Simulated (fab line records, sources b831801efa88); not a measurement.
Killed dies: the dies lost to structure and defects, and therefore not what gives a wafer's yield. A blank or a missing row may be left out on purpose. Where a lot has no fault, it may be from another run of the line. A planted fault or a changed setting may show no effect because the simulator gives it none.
fab line records :: flow sky130
record:
  lots: 5
  wafers: 15
  last_day: 50
route steps=708 shown VIA3@575
lots that met no fault: from a run of the same line without faults
start_h: hours from the record's first day to the start of the lot's first wafer shown :: wait_h: time in hours since the lot's previous step :: " same as the row above :: L1.1+2: a row that stands for several wafers :: - no value, or no start was given :: * or withheld: withheld :: < > ~ a bound
route shown NAME@n: a module of which the file shows steps, and the number in the route of the first :: usual: mean and standard deviation over wafers with no fault :: same: alike in all rows :: chamber/n: place in a boat :: sites: the reading at each site :: _std_site: standard deviation across them :: _edge_site: inner sites' mean taken away from outer sites' mean :: radius_mm: how far each site lies from the wafer's centre :: mask NAME#n: copy n :: behind: tool/chamber where the wafer was last shaped :: hold: why the lot was held/for how many hours/how that ended :: device: the transistor (n, p or np) that didn't switch :: end of line: the tests these same wafers got at the end of their route :: a step with no rows: only its recipe :: killed: at the first sort, the dies lost to defects and structure; wafer yield is something else :: map: shows each die of a wafer: x if killed, . if not, _ if none is there
set.NAME: setting as actually run; set.NAME@STEP: the setting as run at that earlier step :: model.NAME: the simulator's own value behind a step, which no gauge read
lots seen at some steps along the route; tables by step, rows by wafer
services: from which hour (start_h, from the record's first day; less than 0 if before it) a tool's chamber was out of use, for how many hours, and why
== steps ==
step: SKY_VIA3_CMP_02
recipe:
  material: SiO2
  down_force_psi: 4
  platen_rpm: 60
  pad_velocity_m_s: 0.94248
usual:
  head_pressure_psi: 4.000/0.0091
  motor_current_A: 11.8/1.4
lot.wafer: L816.4
tool: cmp-02
chamber: 1
start_h: 980.52
wait_h: 0.0
head_pressure_psi: 4.006
motor_current_A: 9.0

lot.wafer: L816.1
tool: cmp-02
chamber: 2
start_h: 980.52
wait_h: 0.0
head_pressure_psi: 4.012
motor_current_A: 11.0

lot.wafer: L816.6
tool: cmp-02
chamber: 2
start_h: 980.52
wait_h: 0.0
head_pressure_psi: 4.004
motor_current_A: 11.5

lot.wafer: L821.1
tool: cmp-01
chamber: 2
start_h: 1000.83
wait_h: 0.1
head_pressure_psi: 3.996
motor_current_A: 13.7

lot.wafer: L821.2
tool: cmp-01
chamber: 0
start_h: 1000.83
wait_h: 0.1
head_pressure_psi: 4.012
motor_current_A: 13.3

lot.wafer: L821.5
tool: cmp-01
chamber: 2
start_h: 1000.83
wait_h: 0.1
head_pressure_psi: 4.001
motor_current_A: 13.9

lot.wafer: L823.1
tool: cmp-01
chamber: 2
start_h: 1015.40
wait_h: 0.1
head_pressure_psi: 3.991
motor_current_A: 13.6

lot.wafer: L823.3
tool: cmp-01
chamber: 0
start_h: 1015.40
wait_h: 0.1
head_pressure_psi: 4.005
motor_current_A: 14.2

lot.wafer: L823.4
tool: cmp-01
chamber: 1
start_h: 1015.40
wait_h: 0.1
head_pressure_psi: 3.996
motor_current_A: 11.2

lot.wafer: L826.1
tool: cmp-01
chamber: 0
start_h: 1044.25
wait_h: 0.1
head_pressure_psi: 3.997
motor_current_A: 13.7

lot.wafer: L826.3
tool: cmp-01
chamber: 1
start_h: 1044.25
wait_h: 0.1
head_pressure_psi: 4.009
motor_current_A: 11.6

lot.wafer: L826.5
tool: cmp-01
chamber: 1
start_h: 1044.25
wait_h: 0.1
head_pressure_psi: 3.997
motor_current_A: 11.4

lot.wafer: L828.2
tool: cmp-02
chamber: 2
start_h: 1047.33
wait_h: 0.5
head_pressure_psi: 4.008
motor_current_A: 12.1

lot.wafer: L828.4
tool: cmp-02
chamber: 3
start_h: 1047.33
wait_h: 0.5
head_pressure_psi: 4.011
motor_current_A: 11.7

lot.wafer: L828.6
tool: cmp-02
chamber: 3
start_h: 1047.33
wait_h: 0.5
head_pressure_psi: 4.005
motor_current_A: 11.4
step: SKY_VIA3_BOW_MEAS_03
recipe:
  mode: bow
usual:
  VIA3_BOW: 78/7.6
lot.wafer: L816.1
tool: film_metro-03
chamber: -
start_h: 980.82
wait_h: 0.2
VIA3_BOW[um]: 93

lot.wafer: L816.4
tool: film_metro-03
chamber: -
start_h: 980.82
wait_h: 0.2
VIA3_BOW[um]: 66

lot.wafer: L816.6
tool: film_metro-03
chamber: -
start_h: 980.82
wait_h: 0.2
VIA3_BOW[um]: 85

lot.wafer: L821.1
tool: film_metro-04
chamber: -
start_h: 1001.13
wait_h: 0.2
VIA3_BOW[um]: 89

lot.wafer: L821.2
tool: film_metro-04
chamber: -
start_h: 1001.13
wait_h: 0.2
VIA3_BOW[um]: 80

lot.wafer: L821.5
tool: film_metro-04
chamber: -
start_h: 1001.13
wait_h: 0.2
VIA3_BOW[um]: 78

lot.wafer: L823.1
tool: film_metro-01
chamber: -
start_h: 1015.70
wait_h: 0.2
VIA3_BOW[um]: 82

lot.wafer: L823.3
tool: film_metro-01
chamber: -
start_h: 1015.70
wait_h: 0.2
VIA3_BOW[um]: 75

lot.wafer: L823.4
tool: film_metro-01
chamber: -
start_h: 1015.70
wait_h: 0.2
VIA3_BOW[um]: 75

lot.wafer: L826.1
tool: film_metro-03
chamber: -
start_h: 1044.55
wait_h: 0.2
VIA3_BOW[um]: 83

lot.wafer: L826.3
tool: film_metro-03
chamber: -
start_h: 1044.55
wait_h: 0.2
VIA3_BOW[um]: 79

lot.wafer: L826.5
tool: film_metro-03
chamber: -
start_h: 1044.55
wait_h: 0.2
VIA3_BOW[um]: 91

lot.wafer: L828.2
tool: film_metro-01
chamber: -
start_h: 1047.65
wait_h: 0.3
VIA3_BOW[um]: 88

lot.wafer: L828.4
tool: film_metro-01
chamber: -
start_h: 1047.65
wait_h: 0.3
VIA3_BOW[um]: 72

lot.wafer: L828.6
tool: film_metro-01
chamber: -
start_h: 1047.65
wait_h: 0.3
VIA3_BOW[um]: 78
step: SKY_VIA3_DEHYDRATE_04
recipe:
  temp_c: 200
  time_s: 60
step: SKY_VIA3_HMDS_05
recipe:
  prime_time_s: 60
  prime_temp_c: 120
step: SKY_VIA3_COAT_06
recipe:
  resist: BARC
  temp_c: withheld
  time_s: withheld
  spin_rpm: 3000
  resist_thk_nm: 60
step: SKY_VIA3_COAT_07
recipe:
  resist: KrF-thick
  spin_rpm: 3000
  resist_thk_nm: 450
step: SKY_VIA3_SOFTBAKE_08
recipe:
  temp_c: 100
  time_s: 90
  resist: KrF-thick
step: SKY_VIA3_EXPOSE_09
recipe:
  mask_id: VIM3
  na: 0.8
  source_shape: annular
  sigma_inner: 0.55
  sigma_outer: 0.85
  target_cd_nm: 200
  dose_mj: 38
step: SKY_VIA3_PEB_10
recipe:
  peb_temp_c: withheld
  peb_time_s: withheld
  resist: KrF-thick
step: SKY_VIA3_DEVELOP_11
recipe:
  develop_time_s: 60
  resist: KrF-thick
  dev_temp_c: 21
step: SKY_VIA3_CD_MEAS_12
recipe:
  target_cd_nm: 200
usual:
  cd_nm: 200.6/1.3
lot.wafer: L816.1
tool: cd_sem-01
chamber: -
start_h: 1003.75
wait_h: -
cd_nm: 201.0

lot.wafer: L816.4
tool: cd_sem-01
chamber: -
start_h: 1003.75
wait_h: -
cd_nm: 202.5

lot.wafer: L816.6
tool: cd_sem-01
chamber: -
start_h: 1003.75
wait_h: -
cd_nm: 200.9

lot.wafer: L821.1
tool: cd_sem-02
chamber: -
start_h: 1023.55
wait_h: -
cd_nm: 201.9

lot.wafer: L821.2
tool: cd_sem-02
chamber: -
start_h: 1023.55
wait_h: -
cd_nm: 201.6

lot.wafer: L821.5
tool: cd_sem-02
chamber: -
start_h: 1023.55
wait_h: -
cd_nm: 201.9

lot.wafer: L823.1
tool: cd_sem-02
chamber: -
start_h: 1036.87
wait_h: -
cd_nm: 199.3

lot.wafer: L823.3
tool: cd_sem-02
chamber: -
start_h: 1036.87
wait_h: -
cd_nm: 199.1

lot.wafer: L823.4
tool: cd_sem-02
chamber: -
start_h: 1036.87
wait_h: -
cd_nm: 199.4

lot.wafer: L826.1
tool: cd_sem-01
chamber: -
start_h: 1066.17
wait_h: -
cd_nm: 200.4

lot.wafer: L826.3
tool: cd_sem-01
chamber: -
start_h: 1066.17
wait_h: -
cd_nm: 200.4

lot.wafer: L826.5
tool: cd_sem-01
chamber: -
start_h: 1066.17
wait_h: -
cd_nm: 201.5

lot.wafer: L828.2
tool: cd_sem-02
chamber: -
start_h: 1069.12
wait_h: -
cd_nm: 200.4

lot.wafer: L828.4
tool: cd_sem-02
chamber: -
start_h: 1069.12
wait_h: -
cd_nm: 199.4

lot.wafer: L828.6
tool: cd_sem-02
chamber: -
start_h: 1069.12
wait_h: -
cd_nm: 200.4
step: SKY_VIA3_OVL_MEAS_13
usual:
  VIA3_OVL: 2/5.6
lot.wafer: L816.1
tool: overlay-01
chamber: -
start_h: 1003.87
wait_h: 0.1
VIA3_OVL[nm]: -4

lot.wafer: L816.4
tool: overlay-01
chamber: -
start_h: 1003.87
wait_h: 0.1
VIA3_OVL[nm]: 7

lot.wafer: L816.6
tool: overlay-01
chamber: -
start_h: 1003.87
wait_h: 0.1
VIA3_OVL[nm]: 11

lot.wafer: L821.1
tool: overlay-02
chamber: -
start_h: 1023.67
wait_h: 0.1
VIA3_OVL[nm]: 4

lot.wafer: L821.2
tool: overlay-02
chamber: -
start_h: 1023.67
wait_h: 0.1
VIA3_OVL[nm]: 5

lot.wafer: L821.5
tool: overlay-02
chamber: -
start_h: 1023.67
wait_h: 0.1
VIA3_OVL[nm]: 1

lot.wafer: L823.1
tool: overlay-02
chamber: -
start_h: 1036.99
wait_h: 0.1
VIA3_OVL[nm]: 2

lot.wafer: L823.3
tool: overlay-02
chamber: -
start_h: 1036.99
wait_h: 0.1
VIA3_OVL[nm]: -1

lot.wafer: L823.4
tool: overlay-02
chamber: -
start_h: 1036.99
wait_h: 0.1
VIA3_OVL[nm]: 4

lot.wafer: L826.1
tool: overlay-01
chamber: -
start_h: 1066.29
wait_h: 0.1
VIA3_OVL[nm]: 5

lot.wafer: L826.3
tool: overlay-01
chamber: -
start_h: 1066.29
wait_h: 0.1
VIA3_OVL[nm]: 3

lot.wafer: L826.5
tool: overlay-01
chamber: -
start_h: 1066.29
wait_h: 0.1
VIA3_OVL[nm]: -3

lot.wafer: L828.2
tool: overlay-02
chamber: -
start_h: 1069.23
wait_h: 0.1
VIA3_OVL[nm]: 4

lot.wafer: L828.4
tool: overlay-02
chamber: -
start_h: 1069.23
wait_h: 0.1
VIA3_OVL[nm]: 1

lot.wafer: L828.6
tool: overlay-02
chamber: -
start_h: 1069.23
wait_h: 0.1
VIA3_OVL[nm]: -4
step: SKY_VIA3_ETCH_14
recipe:
  chemistry: N2/H2
  target: BARC
  ion_energy_ev: 200
  source_w: 500
  bias_w: 100
  pressure_mtorr: 30
  n2_flow_sccm: 100
  h2_flow_sccm: 200
  stop_on: SiO2
  time_s: 45.9
  target_depth_a: 600
usual:
  drypump_motor_current_A: 5.8/0.43
  oes_product_au: 0.855/0.0045
  run_length_s: 74.2/0.44
  throttle_valve_pct: 13.224/0.0089
lot.wafer: L816.1
tool: rie_diel-01
chamber: 1
start_h: 1003.91
wait_h: 0.0
drypump_motor_current_A: 6.0
oes_product_au: 0.846
rf_hours_counter_h: 8
run_length_s: 74.3
throttle_valve_pct: 13.226
model.KrF-thick_of_VIA3_COAT_07.thk_nm: 391.3

lot.wafer: L816.4
tool: rie_diel-01
chamber: 3
start_h: 1003.91
wait_h: 0.0
drypump_motor_current_A: 5.1
oes_product_au: 0.847
rf_hours_counter_h: 4
run_length_s: 74.1
throttle_valve_pct: 13.232
model.KrF-thick_of_VIA3_COAT_07.thk_nm: 391.9

lot.wafer: L816.6
tool: rie_diel-01
chamber: 3
start_h: 1003.91
wait_h: 0.0
drypump_motor_current_A: 5.1
oes_product_au: 0.959
rf_hours_counter_h: -
run_length_s: 69.0
throttle_valve_pct: 13.241
model.KrF-thick_of_VIA3_COAT_07.thk_nm: 398

lot.wafer: L821.1
tool: rie_diel-03
chamber: 0
start_h: 1023.71
wait_h: 0.0
drypump_motor_current_A: 5.7
oes_product_au: 0.857
rf_hours_counter_h: 16
run_length_s: 74.0
throttle_valve_pct: 13.231
model.KrF-thick_of_VIA3_COAT_07.thk_nm: 392.2

lot.wafer: L821.2
tool: rie_diel-03
chamber: 1
start_h: 1023.71
wait_h: 0.0
drypump_motor_current_A: 6.3
oes_product_au: 0.853
rf_hours_counter_h: 15
run_length_s: 74.6
throttle_valve_pct: 13.215
model.KrF-thick_of_VIA3_COAT_07.thk_nm: 393.8

lot.wafer: L821.5
tool: rie_diel-03
chamber: 2
start_h: 1023.71
wait_h: 0.0
drypump_motor_current_A: 6.1
oes_product_au: 0.852
rf_hours_counter_h: -
run_length_s: 73.7
throttle_valve_pct: 13.229
model.KrF-thick_of_VIA3_COAT_07.thk_nm: 394.5

lot.wafer: L823.1
tool: rie_diel-04
chamber: 0
start_h: 1037.03
wait_h: 0.0
drypump_motor_current_A: 5.5
oes_product_au: 0.857
rf_hours_counter_h: 17
run_length_s: 74.7
throttle_valve_pct: 13.230
model.KrF-thick_of_VIA3_COAT_07.thk_nm: 393

lot.wafer: L823.3
tool: rie_diel-04
chamber: 1
start_h: 1037.03
wait_h: 0.0
drypump_motor_current_A: 5.3
oes_product_au: 0.850
rf_hours_counter_h: 18
run_length_s: 74.8
throttle_valve_pct: 13.221
model.KrF-thick_of_VIA3_COAT_07.thk_nm: 392.6

lot.wafer: L823.4
tool: rie_diel-04
chamber: 3
start_h: 1037.03
wait_h: 0.0
drypump_motor_current_A: 5.5
oes_product_au: 0.853
rf_hours_counter_h: 13
run_length_s: 73.6
throttle_valve_pct: 13.229
model.KrF-thick_of_VIA3_COAT_07.thk_nm: 391.8

lot.wafer: L826.1
tool: rie_diel-03
chamber: 0
start_h: 1066.33
wait_h: 0.0
drypump_motor_current_A: 5.7
oes_product_au: 0.862
rf_hours_counter_h: 17
run_length_s: 74.1
throttle_valve_pct: 13.228
model.KrF-thick_of_VIA3_COAT_07.thk_nm: 392.9

lot.wafer: L826.3
tool: rie_diel-03
chamber: 2
start_h: 1066.33
wait_h: 0.0
drypump_motor_current_A: 6.0
oes_product_au: 0.857
rf_hours_counter_h: 27
run_length_s: 73.6
throttle_valve_pct: 13.221
model.KrF-thick_of_VIA3_COAT_07.thk_nm: 394.5

lot.wafer: L826.5
tool: rie_diel-03
chamber: 2
start_h: 1066.33
wait_h: 0.0
drypump_motor_current_A: 6.0
oes_product_au: 0.851
rf_hours_counter_h: -
run_length_s: 73.8
throttle_valve_pct: 13.217
model.KrF-thick_of_VIA3_COAT_07.thk_nm: 394.3

lot.wafer: L828.2
tool: rie_diel-01
chamber: 0
start_h: 1069.26
wait_h: 0.0
drypump_motor_current_A: 6.6
oes_product_au: 0.860
rf_hours_counter_h: 6
run_length_s: 74.2
throttle_valve_pct: 13.238
model.KrF-thick_of_VIA3_COAT_07.thk_nm: 390.2

lot.wafer: L828.4
tool: rie_diel-01
chamber: 3
start_h: 1069.26
wait_h: 0.0
drypump_motor_current_A: 5.1
oes_product_au: 0.855
rf_hours_counter_h: 6
run_length_s: 74.1
throttle_valve_pct: 13.223
model.KrF-thick_of_VIA3_COAT_07.thk_nm: 390.1

lot.wafer: L828.6
tool: rie_diel-01
chamber: 0
start_h: 1069.26
wait_h: 0.0
drypump_motor_current_A: 6.5
oes_product_au: 0.848
rf_hours_counter_h: -
run_length_s: 74.1
throttle_valve_pct: 13.227
model.KrF-thick_of_VIA3_COAT_07.thk_nm: 389
step: SKY_VIA3_ETCH_15
recipe:
  target: SiO2
  chemistry: C4F8/O2/Ar
  target_depth_nm: 507
  stop_on: TiN
  mask_material: KrF-thick
  source_w: 1500
  bias_w: 1200
  pressure_mtorr: 40
  c4f8_flow_sccm: withheld
  O2_flow_sccm: 6
  Ar_flow_sccm: 300
  time_s: 78
usual:
  oes_product_au: 0.946/0.0047
  run_length_s: 106.4/0.48
same:
  time_s: 78
lot.wafer: L816.1
tool: rie_diel-01
chamber: 1
start_h: 1003.95
wait_h: 0.0
oes_product_au: 0.940
run_length_s: 106.3
model.KrF-thick_of_VIA3_COAT_07.thk_nm: 291.8

lot.wafer: L816.4
tool: rie_diel-01
chamber: 3
start_h: 1003.95
wait_h: 0.0
oes_product_au: 0.945
run_length_s: 106.5
model.KrF-thick_of_VIA3_COAT_07.thk_nm: 291.9

lot.wafer: L816.6
tool: rie_diel-01
chamber: 3
start_h: 1003.95
wait_h: 0.0
oes_product_au: 0.944
run_length_s: 106.3
model.KrF-thick_of_VIA3_COAT_07.thk_nm: 297.3

lot.wafer: L821.1
tool: rie_diel-03
chamber: 0
start_h: 1023.75
wait_h: 0.0
oes_product_au: 0.944
run_length_s: 105.9
model.KrF-thick_of_VIA3_COAT_07.thk_nm: 290.4

lot.wafer: L821.2
tool: rie_diel-03
chamber: 1
start_h: 1023.75
wait_h: 0.0
oes_product_au: 0.941
run_length_s: 106.1
model.KrF-thick_of_VIA3_COAT_07.thk_nm: 292.4

lot.wafer: L821.5
tool: rie_diel-03
chamber: 2
start_h: 1023.75
wait_h: 0.0
oes_product_au: 0.943
run_length_s: 105.9
model.KrF-thick_of_VIA3_COAT_07.thk_nm: 296.5

lot.wafer: L823.1
tool: rie_diel-04
chamber: 0
start_h: 1037.07
wait_h: 0.0
oes_product_au: 0.944
run_length_s: 107.0
model.KrF-thick_of_VIA3_COAT_07.thk_nm: 288.8

lot.wafer: L823.3
tool: rie_diel-04
chamber: 1
start_h: 1037.07
wait_h: 0.0
oes_product_au: 0.942
run_length_s: 106.7
model.KrF-thick_of_VIA3_COAT_07.thk_nm: 292.2

lot.wafer: L823.4
tool: rie_diel-04
chamber: 3
start_h: 1037.07
wait_h: 0.0
oes_product_au: 0.946
run_length_s: 105.9
model.KrF-thick_of_VIA3_COAT_07.thk_nm: 288.3

lot.wafer: L826.1
tool: rie_diel-03
chamber: 0
start_h: 1066.37
wait_h: 0.0
oes_product_au: 0.948
run_length_s: 105.9
model.KrF-thick_of_VIA3_COAT_07.thk_nm: 290.9

lot.wafer: L826.3
tool: rie_diel-03
chamber: 2
start_h: 1066.37
wait_h: 0.0
oes_product_au: 0.946
run_length_s: 106.5
model.KrF-thick_of_VIA3_COAT_07.thk_nm: 295.2

lot.wafer: L826.5
tool: rie_diel-03
chamber: 2
start_h: 1066.37
wait_h: 0.0
oes_product_au: 0.948
run_length_s: 105.9
model.KrF-thick_of_VIA3_COAT_07.thk_nm: 295.9

lot.wafer: L828.2
tool: rie_diel-01
chamber: 0
start_h: 1069.30
wait_h: 0.0
oes_product_au: 0.955
run_length_s: 106.2
model.KrF-thick_of_VIA3_COAT_07.thk_nm: 287.7

lot.wafer: L828.4
tool: rie_diel-01
chamber: 3
start_h: 1069.30
wait_h: 0.0
oes_product_au: 0.945
run_length_s: 106.1
model.KrF-thick_of_VIA3_COAT_07.thk_nm: 290

lot.wafer: L828.6
tool: rie_diel-01
chamber: 0
start_h: 1069.30
wait_h: 0.0
oes_product_au: 0.950
run_length_s: 106.8
model.KrF-thick_of_VIA3_COAT_07.thk_nm: 286.2
step: SKY_VIA3_STRIP_16
recipe:
  chemistry: O2/N2
  power_w: 1400
  pressure_mtorr: 1500
  platen_temp_c: withheld
  o2_flow_sccm: 3000
  n2_flow_sccm: 300
  overash_fraction: 0.5
usual:
  drypump_motor_current_A: 5.7/0.44
  o2_flow_sccm: 3000/8.7
  oes_product_au: 0.402/0.0046
  strip_time_to_endpoint_s: 4.14/0.034
lot.wafer: L816.1
tool: plasma_asher-01
chamber: 0
start_h: 1004.01
wait_h: 0.0
drypump_motor_current_A: 6.0
o2_flow_sccm: 2992
oes_product_au: 0.403
rf_hours_counter_h: 91
strip_time_to_endpoint_s: 4.13

lot.wafer: L816.4
tool: plasma_asher-01
chamber: 1
start_h: 1004.01
wait_h: 0.0
drypump_motor_current_A: 5.3
o2_flow_sccm: 3005
oes_product_au: 0.405
rf_hours_counter_h: -
strip_time_to_endpoint_s: 4.14

lot.wafer: L816.6
tool: plasma_asher-01
chamber: 0
start_h: 1004.01
wait_h: 0.0
drypump_motor_current_A: 6.0
o2_flow_sccm: 2995
oes_product_au: 0.405
rf_hours_counter_h: -
strip_time_to_endpoint_s: 4.18

lot.wafer: L821.1
tool: plasma_asher-02
chamber: 0
start_h: 1023.81
wait_h: 0.0
drypump_motor_current_A: 5.6
o2_flow_sccm: 3004
oes_product_au: 0.407
rf_hours_counter_h: 60
strip_time_to_endpoint_s: 4.13

lot.wafer: L821.2
tool: plasma_asher-02
chamber: 1
start_h: 1023.81
wait_h: 0.0
drypump_motor_current_A: 5.7
o2_flow_sccm: 3011
oes_product_au: 0.404
rf_hours_counter_h: 60
strip_time_to_endpoint_s: 4.15

lot.wafer: L821.5
tool: plasma_asher-02
chamber: 1
start_h: 1023.81
wait_h: 0.0
drypump_motor_current_A: 5.7
o2_flow_sccm: 2992
oes_product_au: 0.411
rf_hours_counter_h: -
strip_time_to_endpoint_s: 4.18

lot.wafer: L823.1
tool: plasma_asher-02
chamber: 0
start_h: 1037.13
wait_h: 0.0
drypump_motor_current_A: 5.6
o2_flow_sccm: 3011
oes_product_au: 0.408
rf_hours_counter_h: 61
strip_time_to_endpoint_s: 4.10

lot.wafer: L823.3
tool: plasma_asher-02
chamber: 0
start_h: 1037.13
wait_h: 0.0
drypump_motor_current_A: 5.7
o2_flow_sccm: 3010
oes_product_au: 0.406
rf_hours_counter_h: -
strip_time_to_endpoint_s: 4.14

lot.wafer: L823.4
tool: plasma_asher-02
chamber: 1
start_h: 1037.13
wait_h: 0.0
drypump_motor_current_A: 5.7
o2_flow_sccm: 3008
oes_product_au: 0.393
rf_hours_counter_h: -
strip_time_to_endpoint_s: 4.09

lot.wafer: L826.1
tool: plasma_asher-02
chamber: 1
start_h: 1066.43
wait_h: 0.0
drypump_motor_current_A: 5.7
o2_flow_sccm: 2995
oes_product_au: 0.395
rf_hours_counter_h: 65
strip_time_to_endpoint_s: 4.13

lot.wafer: L826.3
tool: plasma_asher-02
chamber: 0
start_h: 1066.43
wait_h: 0.0
drypump_motor_current_A: 5.6
o2_flow_sccm: 3000
oes_product_au: 0.402
rf_hours_counter_h: -
strip_time_to_endpoint_s: 4.17

lot.wafer: L826.5
tool: plasma_asher-02
chamber: 1
start_h: 1066.43
wait_h: 0.0
drypump_motor_current_A: 5.7
o2_flow_sccm: 2995
oes_product_au: 0.405
rf_hours_counter_h: -
strip_time_to_endpoint_s: 4.18

lot.wafer: L828.2
tool: plasma_asher-02
chamber: 1
start_h: 1069.36
wait_h: 0.0
drypump_motor_current_A: 5.7
o2_flow_sccm: 3001
oes_product_au: 0.404
rf_hours_counter_h: 65
strip_time_to_endpoint_s: 4.09

lot.wafer: L828.4
tool: plasma_asher-02
chamber: 1
start_h: 1069.36
wait_h: 0.0
drypump_motor_current_A: 5.7
o2_flow_sccm: 2993
oes_product_au: 0.398
rf_hours_counter_h: -
strip_time_to_endpoint_s: 4.12

lot.wafer: L828.6
tool: plasma_asher-02
chamber: 1
start_h: 1069.36
wait_h: 0.0
drypump_motor_current_A: 5.7
o2_flow_sccm: 3010
oes_product_au: 0.397
rf_hours_counter_h: -
strip_time_to_endpoint_s: 4.08
== services ==
tool: plasma_asher-01
chamber: -
start_h: 958.36
hours: 11.7
kind: pm

tool: rie_diel-03
chamber: 0
start_h: 974.98
hours: 3.8
kind: repair

tool: rie_diel-03
chamber: 1
start_h: 980.61
hours: 33.0
kind: repair

tool: rie_diel-03
chamber: 2
start_h: 989.35
hours: 9.6
kind: repair

tool: rie_diel-04
chamber: 1
start_h: 991.38
hours: 3.7
kind: repair

tool: cmp-02
chamber: -
start_h: 992.42
hours: 0.3
kind: repair

tool: plasma_asher-01
chamber: -
start_h: 994.81
hours: 1.4
kind: repair

tool: cmp-02
chamber: -
start_h: 1007.42
hours: 3.6
kind: repair

tool: cmp-01
chamber: -
start_h: 1019.92
hours: 0.7
kind: repair

tool: rie_diel-04
chamber: 1
start_h: 1020.80
hours: 5.2
kind: repair

tool: rie_diel-04
chamber: 3
start_h: 1023.52
hours: 9.2
kind: repair

tool: rie_diel-01
chamber: 2
start_h: 1025.73
hours: 1.3
kind: repair

tool: cmp-02
chamber: -
start_h: 1031.35
hours: 0.3
kind: repair

tool: cmp-02
chamber: -
start_h: 1040.95
hours: 0.4
kind: repair

tool: rie_diel-04
chamber: -
start_h: 1043.00
hours: 2.8
kind: pm

tool: plasma_asher-01
chamber: -
start_h: 1060.66
hours: 14.6
kind: pm
== key ==
first_sign:
  step: SKY_VIA3_ETCH_14
  reading: oes_product_au
  direction: up
  sigmas: 23
  usual: 0.855
  struck: 0.959
effect:
  step: SKY_VIA3_ETCH_14
  reading: run_length_s
  direction: down
  sigmas: 12
  usual: *
  struck: *
model_effect:
  step: SKY_VIA3_ETCH_14
  value: KrF-thick_of_VIA3_COAT_07.thk_nm
  without: 393.1
  struck: 398
model_effect:
  step: SKY_VIA3_ETCH_15
  value: KrF-thick_of_VIA3_COAT_07.thk_nm
  without: 292.4
  struck: 297.3
met_at SKY_VIA3_ETCH_14
struck_wafers L816.6
sort_left_out L816.6
fault:
  kind: process_parameter_drift
  tool: rie_diel-01
  chamber: -
  onset_h: 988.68
  steps: SKY_VIA3_ETCH_14
  channel: time_s
  offset: *
  shape: step
  end_h: 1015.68
  scope: struck_wafers_only
  acts_in: *
  stated: *
sort_left_out: the simulated sort isn't trusted on such a fault, so these wafers' sort isn't shown, and their yield isn't known
